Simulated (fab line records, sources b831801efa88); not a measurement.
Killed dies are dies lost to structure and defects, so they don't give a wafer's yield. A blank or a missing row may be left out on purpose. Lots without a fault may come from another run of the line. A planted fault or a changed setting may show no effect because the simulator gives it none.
Chamber matching | flow gf180mcu | GF_V4_CMP_04 on cmp-01: 4 sister chambers
The step polishes SiO2. 22 wafers are shown with their chamber, then 11 later ones without.

WAFERS WITH THEIR CHAMBER
wafer  | chamber | motor_current_A (A) | time_to_endpoint_s (s) | platen_rpm (rpm)
L074.1 | 0       | 11.5                | 76                     | 60.01
L074.4 | 1       | 11.7                | 78                     | 59.97
L074.6 | 0       | 10.8                | 73                     | 59.95
L081.1 | 0       | 11.3                | 74                     | 60.04
L081.3 | 1       | 11.5                | 78                     | 60.03
L081.6 | 0       | 11.1                | 81                     | 60.00
L082.3 | 0       | 11.6                | 72                     | 59.98
L082.4 | 3       | 11.1                | 84                     | 59.98
L082.5 | 0       | 11.0                | 85                     | 59.97
L084.1 | 2       | 12.6                | 79                     | 60.00
L084.2 | 0       | 11.9                | 79                     | 60.10
L084.6 | 3       | 10.8                | 89                     | 60.01
L086.1 | 3       | 10.6                | 80                     | 60.00
L086.4 | 1       | 11.5                | 85                     | 60.06
L086.6 | 2       | 11.9                | 80                     | 60.01
L087.1 | 2       | 12.6                | 76                     | 60.02
L087.5 | 3       | 10.7                | 86                     | 59.98
L087.6 | 0       | 11.2                | 80                     | 59.99
L089.3 | 0       | 10.6                | 81                     | 60.05
L089.4 | 3       | 10.4                | 89                     | 60.00
L089.6 | 3       | 10.7                | 89                     | 59.96
L090.3 | 0       | 11.3                | 77                     | 59.99

SIGNATURES (means of the wafers above)
reading            | chamber 0 | chamber 1 | chamber 2 | chamber 3 | scatter within a chamber
motor_current_A    | 11.230    | 11.567    | 12.367    | 10.717    | 0.329
time_to_endpoint_s | 77.80     | 80.33     | 78.33     | 86.17     | 3.81
platen_rpm         | 60.0080   | 60.0200   | 60.0100   | 59.9883   | 0.0362
Rule: a wafer's distance from a chamber is the root of the sum, over the readings, of the square of ((its reading less the chamber's mean) divided by the reading's scatter). The wafer belongs to the nearest chamber; if the next one is less than 2 further off, it can't be placed. The scatter: the root of (the sum of the squares of (reading less its chamber's mean) over the shown wafers, divided by (wafers less chambers)).

WAFERS WITHOUT THEIR CHAMBER
wafer  | motor_current_A (A) | time_to_endpoint_s (s) | platen_rpm (rpm)
L090.5 | 11.6                | 89                     | 60.04
L090.6 | 11.8                | 87                     | 60.02
L092.1 | 13.1                | 76                     | 59.94
L092.2 | 10.9                | 82                     | 60.06
L092.3 | 11.3                | 78                     | 59.97
L093.1 | 12.1                | 75                     | 60.01
L093.2 | 11.5                | 84                     | 59.89
L093.6 | 13.0                | 81                     | 59.99
L097.1 | 11.1                | 77                     | 59.94
L097.3 | 11.3                | 75                     | 59.95
L097.4 | 11.2                | 78                     | 60.07

WHICH CHAMBER EACH WENT THROUGH
wafer  | from the rows above               | in truth
L090.5 | can't be placed: 1 or 3 or 0 or 2 | 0
L090.6 | can't be placed: 1 or 2 or 0 or 3 | 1
L092.1 | 2                                 | 2
L092.2 | can't be placed: 0 or 3 or 1      | 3
L092.3 | can't be placed: 0 or 1 or 3      | 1
L093.1 | can't be placed: 2 or 1 or 0      | 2
L093.2 | can't be placed: 3 or 1 or 0 or 2 | 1
L093.6 | 2                                 | 2
L097.1 | can't be placed: 0 or 1 or 3      | 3
L097.3 | can't be placed: 0 or 1 or 3 or 2 | 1
L097.4 | can't be placed: 0 or 1 or 3      | 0
Placed correctly: 2 of 11. Can't be placed from these rows: 9 (the true chamber is among the candidates in 9). Placed wrongly: 0.
